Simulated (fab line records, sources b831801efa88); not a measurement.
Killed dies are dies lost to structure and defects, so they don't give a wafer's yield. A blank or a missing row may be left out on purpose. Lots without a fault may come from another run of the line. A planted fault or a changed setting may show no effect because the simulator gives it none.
One fault seen from 2 desks | flow gf180mcu | each desk has only its own numbers; what lay behind them comes last

THE TOOL OWNER'S DESK: cmp-01
The tool's own readings at GF_V2_CMP_26 (polishes, stops on SiO2, t overpolish 15 s, target thk 0 nm): means of the sampled wafers that have a number, for each lot that ran on this tool. A lot is out of limits, marked OUT, if its mean lies more than 4 standard deviations from the usual mean; the brackets give that distance.
Columns: A = edge_zone_pressure_frac at GF_V2_CMP_26, usual 1.001; B = motor_current_A at GF_V2_CMP_26, usual 10.9 A; C = overpolish_run_s at GF_V2_CMP_26, usual 15.001 s; D = platen_rpm at GF_V2_CMP_26, usual 60.00 rpm; E = time_to_endpoint_s at GF_V2_CMP_26, usual 86 s
lot  | first seen here | A     | B    | C      | D               | E
L585 | day 20 11:24    | 1.000 | 11.9 | 15.005 | 59.99           | 90
L587 | day 20 21:59    | 1.008 | 11.4 | 15.000 | 59.98           | 84
L600 | day 26 02:46    | 0.995 | 11.8 | 15.002 | 58.02 (-48) OUT | 83
This desk's finding: out of limits on L600; first on L600, day 26 02:46 (platen_rpm at GF_V2_CMP_26). In limits: L585, L587.

THE METROLOGY DESK
What the gauges read, lot by lot, whatever tool the lot ran on: means of the sampled wafers that have a number. A lot is out of limits, marked OUT, if its mean lies more than 4 standard deviations from the usual mean; the brackets give that distance.
Columns: A = V2_CVD_00_THK at GF_V2_THK_MEAS_01, usual 601 nm; B = V2_W_THK at GF_V2_THK_MEAS_25, usual 356 nm
lot  | first seen here | A   | B
L585 | day 19 08:43    | 609 | 356
L586 | day 19 16:53    | 596 | 356
L587 | day 19 19:32    | 607 | 355
L588 | day 20 06:52    | 598 | 365
L589 | day 20 10:20    | 595 | 356
L597 | day 23 12:25    | 596 | 358
L600 | day 25 03:14    | 601 | 351
L602 | day 25 19:51    | 604 | 355
L603 | day 25 20:37    | 604 | 354
This desk's finding: nothing out of limits on any of the 9 lots.

PUT TOGETHER
The tool owner's desk could have raised an alarm at day 26 02:46, on L600.
The metrology desk saw nothing out of limits.
The metrology desk has L600 on record, within its limits.
Of the lots named, all ran GF_V2_CMP_26 on cmp-01.

WHAT THE SIMULATOR HAD PUT IN
Process parameter drift: cmp-01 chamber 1, from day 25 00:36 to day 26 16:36, at GF_V2_CMP_26. Setting platen_rpm, moved by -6, from 60. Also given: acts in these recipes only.
Lots struck among those shown: L600.
Hours from the fault's start to each desk's first reading out of limits: the tool owner's desk, 26.
